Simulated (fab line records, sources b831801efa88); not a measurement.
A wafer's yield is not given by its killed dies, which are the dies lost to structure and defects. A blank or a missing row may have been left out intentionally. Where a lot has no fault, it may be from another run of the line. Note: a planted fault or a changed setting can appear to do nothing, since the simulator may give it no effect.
Problem report in the 8D (eight disciplines) form, filled by code | flow sky130 | the parts of the form that need people (team, actions taken, sign-off) are left out

## 1. THE ISSUE
Mean of spin-speed-rpm at SKY_SONOS_TUNNEL_COAT_02: 3122.2 rpm across 9 wafers in 3 lots; on wafers with no fault it is 2999.8 rpm (standard deviation 2.4). Measured from the usual mean, that is +51 standard deviations.
The step: resist thk 1140 nm.
Seen first at day 15 10:07 on litho-track-03, wafer L190.1. Wafers with a number at this step in the record: 42, from 14 lots. Rule for "out" (also "out of limits"): further than 4 standard deviations from the usual mean. All remaining wafers that have a number are taken as sound.

## 2. WHAT IT IS, AND WHAT IT ISN'T
question                    | is                     | is not
which readings at this step | spin-speed-rpm         | -
which lots                  | L190, L191, L192       | L177, L178, L179, L180, L181, L185, L187, L188, L195, L198, L199
which wafers of those lots  | all that have a number | -
read on which tools         | litho-track-03         | litho-track-01, litho-track-02
when                        | from day 15 10:07      | up to then (24 sound wafers); but 9 sound wafers of L195, L198, L199 came after

## 3. THE SUSPECTS, EACH WITH WHAT RULES IT OUT
Counting: a tool at a process step up to the reading stays a suspect if it ran every lot that is out and no sound lot after the first of them.
- plasma-asher-04 at SKY_VT_ADJUST_LVTN_STRIP_20 (strips in O2/N2): kept. It ran every lot that is out, first L190 (day 11 17:30), and no sound lot after that; its last sound lot up to then is L188 (day 11 06:14).
- litho-track-03 at SKY_SONOS_TUNNEL_COAT_02 (resist thk 1140 nm): kept. It ran every lot that is out, first L190 (day 15 10:07), and no sound lot after that; its last sound lot up to then is L188 (day 14 21:58). Out on those wafers are its own readings of spin-speed-rpm.
The count leaves litho-track-03 at SKY_SONOS_TUNNEL_COAT_02 and plasma-asher-04 at SKY_VT_ADJUST_LVTN_STRIP_20.

## 4. THE CAUSE (what the simulator had put in)
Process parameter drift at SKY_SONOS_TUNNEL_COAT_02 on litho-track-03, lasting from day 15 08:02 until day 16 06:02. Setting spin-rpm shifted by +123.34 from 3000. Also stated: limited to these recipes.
Counting left 2 suspects, and this tool is among them.

## 5. THE EFFECT CHAIN, in route order
Rows list readings where the struck wafers' mean (over those with a number) sits beyond 3 standard deviations from the usual. Only readings whose record carries a usual standard deviation are examined. hours: median over the lots of the time between each lot's start at the first step of this table that gives one and its start at this step. sigmas: the change, counted in usual standard deviations.
hours | step                     | reading        | usual      | on struck wafers | change | sigmas
0     | SKY_SONOS_TUNNEL_COAT_02 | spin-speed-rpm | 2999.8 rpm | 3122.2           | +122.4 | +51
Its process steps:
- SKY_SONOS_TUNNEL_COAT_02: resist thk 1140 nm.
At these later measuring or inspecting steps, every struck wafer for which the step has a row has a number for every such reading, and none has moved that far: SKY_SONOS_ONO_THK_MEAS_05.

## 6. WHAT WOULD HAVE CAUGHT IT SOONER
The fault began at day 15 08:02; the first out-of-limits reading in this record came at day 15 10:07, 2 hours later.
